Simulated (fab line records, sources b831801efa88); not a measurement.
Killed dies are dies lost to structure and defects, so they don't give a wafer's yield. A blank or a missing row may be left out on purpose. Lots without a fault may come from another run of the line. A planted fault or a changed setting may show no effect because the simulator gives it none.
fab line records | flow gf180mcu
record lots=5 wafers=15 last_day=34
route steps=602 shown MVSD@70 MVPSD@78 VT_IMPLANT@90
lots that met no fault: from a run of the same line without faults
start_h: hours from the record's first day to the start of the lot's first wafer shown | wait_h: hours since the lot's step before | " the same as in the row above | L1.1+2: a row that stands for several wafers | - no value, or no start given | * or withheld: withheld | < > ~ a bound
route shown NAME@n: a module of which the file shows steps, and the number in the route of the first | usual: mean/standard deviation of fault-free wafers | same: alike in all rows | chamber/n: place in a boat | sites: the reading at each site | _std_site: their standard deviation | _edge_site: outer sites' mean less inner sites' | radius_mm: how far each site lies from the wafer's centre | mask NAME#n: copy n | behind: the tool/chamber that last shaped the wafer | hold: why the lot was held/for how many hours/how that ended | device: the transistor (n, p or np) that didn't switch | end of line: the same wafers' tests at the end of the route | a step without rows: its recipe alone | killed: dies lost to structure and defects at the first sort, not the wafer's yield | map: a wafer's dies, x killed, . not, _ none there
set.NAME: the setting as run; set.NAME@STEP: as run at that earlier step | model.NAME: the simulator's own value behind a step, which no gauge read
lots at some steps of the route; a table a step, a row a wafer
services: from which hour (start_h, from the record's first day; less than 0 if before it) a tool's chamber was out of use, for how many hours, and why
## steps
# step GF_MVSD_EXPOSE_04
# recipe mask_id=MVSD target_cd_nm=1000 na=0.6 source_shape=conventional sigma_outer=0.6 dose_mj=260
# step GF_MVSD_PEB_05
# recipe temp_c=115 time_s=withheld
# step GF_MVSD_DEVELOP_06
# recipe wall_angle_deg=90 develop_time_s=60 dev_temp_c=23
# step GF_MVSD_OVL_MEAS_07
# usual MVSD_OVL=0.4/1.5
# columns lot.wafer tool chamber start_h wait_h MVSD_OVL[nm]
L636.2 overlay-02 - 148.27 - 2.3
L636.5 " - " " 0.5
L636.6 " - " " 2.6
L637.1 overlay-02 - 153.27 - -0.3
L637.2 " - " " 0.3
L637.3 " - " " 0.0
L639.4 overlay-02 - 165.59 - -0.8
L639.5 " - " " -0.1
L639.6 " - " " -1.2
L641.2 overlay-02 - 174.12 - -0.8
L641.4 " - " " -0.8
L641.5 " - " " 0.6
L648.3 overlay-01 - 216.84 - 1.8
L648.5 " - " " 0.9
L648.6 " - " " 1.8
# step GF_MVSD_IMPLANT_08
# recipe species=P energy_kev=400 dose_cm2=1.6e+13 tilt_deg=0
# step GF_MVSD_IMPLANT_09
# recipe species=P energy_kev=100 dose_cm2=5e+12 tilt_deg=0
# step GF_MVSD_STRIP_10
# recipe chemistry=O2/N2 power_w=1400 pressure_mtorr=1500 platen_temp_c=250 o2_flow_sccm=3000 n2_flow_sccm=300 overash_fraction=0.5
# usual drypump_motor_current_A=5.6/0.53 heater_power_w=325/33 n2_flow_sccm=300.0/0.84 oes_product_au=0.722/0.0045 strip_time_to_endpoint_s=36.98/0.1
# same overash_fraction=0.5
# columns lot.wafer tool chamber start_h wait_h drypump_motor_current_A heater_power_w n2_flow_sccm oes_product_au rf_hours_counter_h strip_time_to_endpoint_s
L636.2 plasma_asher-02 0 148.60 0.1 6.4 359 299.8 0.717 49 37.06
L636.5 " 1 " " 4.7 297 299.9 0.724 - 37.08
L636.6 " 0 " " 6.4 352 299.6 0.724 - 36.97
L637.1 plasma_asher-01 1 153.60 0.1 5.4 288 300.7 0.723 4 37.06
L637.2 " 0 " " 5.7 338 301.9 0.722 4 37.01
L637.3 " 1 " " 5.4 282 300.0 0.728 - 36.81
L639.4 plasma_asher-02 1 165.94 0.1 4.7 294 300.2 0.724 - 37.14
L639.5 " 0 " " 6.4 351 300.9 0.721 - 37.14
L639.6 " 1 " " 4.7 286 299.9 0.722 - 37.16
L641.2 plasma_asher-01 0 174.45 0.1 5.7 360 299.5 0.723 6 36.97
L641.4 " 1 " " 5.4 288 298.9 0.715 - 36.99
L641.5 " 0 " " 5.7 344 300.0 0.718 - 36.92
L648.3 plasma_asher-04 1 217.20 0.1 6.0 371 301.4 0.718 - 36.78
L648.5 " 1 " " 6.0 370 301.2 0.720 - 36.85
L648.6 " 0 " " 5.9 285 299.2 0.731 - 36.85
# step GF_MVSD_TW_MEAS_11
# usual MVSD_TW=1604/16
# columns lot.wafer tool chamber start_h wait_h MVSD_TW
L636.2 film_metro-03 - 148.71 0.1 1625
L636.5 " - " " 1630
L636.6 " - " " 1623
L637.1 film_metro-04 - 153.70 0.1 1582
L637.2 " - " " 1589
L637.3 " - " " 1581
L639.4 film_metro-03 - 166.03 0.1 1619
L639.5 " - " " 1610
L639.6 " - " " 1626
L641.2 film_metro-01 - 174.71 0.2 1614
L641.4 " - " " 1603
L641.5 " - " " 1601
L648.3 film_metro-01 - 217.29 0.1 1591
L648.5 " - " " 1592
L648.6 " - " " 1602
# step GF_MVPSD_DEHYDRATE_00
# recipe temp_c=200 time_s=60
# step GF_MVPSD_HMDS_01
# recipe prime_time_s=60 prime_temp_c=120
# step GF_MVPSD_COAT_02
# recipe spin_rpm=2000 resist_thk_nm=3000
# step GF_MVPSD_SOFTBAKE_03
# recipe temp_c=110 time_s=withheld
# step GF_MVPSD_EXPOSE_04
# recipe mask_id=MVPSD target_cd_nm=1000 na=0.6 source_shape=conventional sigma_outer=0.6 dose_mj=260
# columns lot.wafer tool chamber start_h wait_h mask
L636.2+5+6 iline_stepper-02 0 156.24 - MVPSD#0
L637.1+2+3 iline_stepper-01 0 161.50 - LVPWELL#0
L639.4+5+6 iline_stepper-02 0 173.83 - MVPSD#0
L641.2+4+5 iline_stepper-01 0 183.31 - MVPSD#0
L648.3+5+6 iline_stepper-01 0 226.43 - MVPSD#0
# step GF_MVPSD_PEB_05
# recipe temp_c=115 time_s=withheld
# step GF_MVPSD_DEVELOP_06
# recipe wall_angle_deg=90 develop_time_s=60 dev_temp_c=23
# step GF_MVPSD_OVL_MEAS_07
# usual MVPSD_OVL=-0.8/1.3
# columns lot.wafer tool chamber start_h wait_h MVPSD_OVL[nm]
L636.2 overlay-01 - 164.43 - -4.3
L636.5 " - " " -1.8
L636.6 " - " " -1.5
L637.1 overlay-02 - 169.32 - -
L637.2 " - " " -
L637.3 " - " " -
L639.4 overlay-02 - 182.19 - -1.2
L639.5 " - " " -0.4
L639.6 " - " " -0.7
L641.2 overlay-02 - 191.63 - -0.1
L641.4 " - " " -0.6
L641.5 " - " " -0.6
L648.3 overlay-01 - 235.13 - -1.1
L648.5 " - " " -0.2
L648.6 " - " " -0.9
# step GF_MVPSD_IMPLANT_08
# recipe species=B energy_kev=170 dose_cm2=1.5e+13 tilt_deg=0
# step GF_MVPSD_IMPLANT_09
# recipe species=B energy_kev=40 dose_cm2=5e+12 tilt_deg=0
# step GF_MVPSD_STRIP_10
# recipe chemistry=O2/N2 power_w=1400 pressure_mtorr=1500 platen_temp_c=250 o2_flow_sccm=3000 n2_flow_sccm=300 overash_fraction=0.5
# usual drypump_motor_current_A=5.6/0.6 heater_power_w=330/31 n2_flow_sccm=300.2/0.87 oes_product_au=0.723/0.0046 strip_time_to_endpoint_s=36.94/0.084
# same overash_fraction=0.5
# columns lot.wafer tool chamber start_h wait_h drypump_motor_current_A heater_power_w n2_flow_sccm oes_product_au rf_hours_counter_h strip_time_to_endpoint_s
L636.2 plasma_asher-04 1 164.76 0.1 6.0 379 301.6 0.723 35 36.97
L636.5 " 0 " " 5.9 283 299.6 0.722 - 37.06
L636.6 " 1 " " 6.0 377 302.3 0.715 - 37.09
L637.1 plasma_asher-02 1 169.66 0.1 4.7 295 297.9 0.720 51 36.95
L637.2 " 0 " " 6.4 352 302.0 0.719 51 37.08
L637.3 " 0 " " 6.4 359 301.9 0.720 - 37.00
L639.4 plasma_asher-02 0 182.54 0.1 6.4 357 301.3 0.721 - 36.93
L639.5 " 1 " " 4.7 294 300.1 0.714 - 36.98
L639.6 " 0 " " 6.4 352 301.4 0.727 - 36.98
L641.2 plasma_asher-03 1 191.96 0.1 5.8 340 300.8 0.727 57 37.05
L641.4 " 1 " " 5.8 338 300.1 0.722 - 37.12
L641.5 " 1 " " 5.8 332 299.0 0.721 - 36.88
L648.3 plasma_asher-02 0 235.49 0.1 6.4 358 301.3 0.717 - 36.69
L648.5 " 1 " " 4.7 291 299.8 0.725 - 36.92
L648.6 " 0 " " 6.4 352 299.7 0.725 - 36.86
# step GF_MVPSD_TW_MEAS_11
# usual MVPSD_TW=562/5.5
# columns lot.wafer tool chamber start_h wait_h MVPSD_TW
L636.2 film_metro-03 - 164.87 0.1 567
L636.5 " - " " 565
L636.6 " - " " 566
L637.1 film_metro-01 - 169.76 0.1 31
L637.2 " - " " 30
L637.3 " - " " 31
L639.4 film_metro-01 - 182.63 0.1 562
L639.5 " - " " 562
L639.6 " - " " 562
L641.2 film_metro-01 - 192.07 0.1 564
L641.4 " - " " 561
L641.5 " - " " 560
L648.3 film_metro-01 - 235.58 0.1 563
L648.5 " - " " 563
L648.6 " - " " 562
# step GF_VT_IMPLANT_DEHYDRATE_00
# recipe temp_c=200 time_s=60
## services
# columns tool chamber start_h hours kind
plasma_asher-04 - 141.80 3.8 repair
plasma_asher-03 - 144.20 1.6 repair
iline_stepper-01 - 145.43 1.7 pm
iline_stepper-02 0 183.28 - calibration
iline_stepper-01 0 201.50 - calibration
iline_stepper-01 - 202.49 8.5 repair
plasma_asher-01 - 214.95 0.4 repair
iline_stepper-02 - 222.70 4.4 pm
plasma_asher-04 - 226.56 9.7 repair
iline_stepper-02 - 228.65 1.7 pm
## key
first_sign step=GF_MVPSD_EXPOSE_04 reading=mask direction=changed
effect step=GF_MVPSD_OVL_MEAS_07 reading=MVPSD_OVL direction=missing
effect step=GF_MVPSD_TW_MEAS_11 reading=MVPSD_TW direction=down sigmas=97 usual=562 struck=31
met_at GF_MVPSD_EXPOSE_04
struck_wafers L637.1,L637.2,L637.3
sort_left_out L637.1,L637.2,L637.3
tester_left_out L637
fault kind=wrong_mask tool=any chamber=- onset_h=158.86 steps=GF_MVPSD_EXPOSE_04 aux_copy=LVPWELL#0 scope=struck_lots_only
# tester_left_out: of these lots the tester's yield and bins aren't shown, on N5 and GAA mostly nor the transistor test; their killed dies are dies lost to structure and defects alone, not to doping, threshold or leakage, so they don't give the yield
# sort_left_out: the simulated sort isn't trusted on such a fault, so these wafers' sort isn't shown, and their yield isn't known
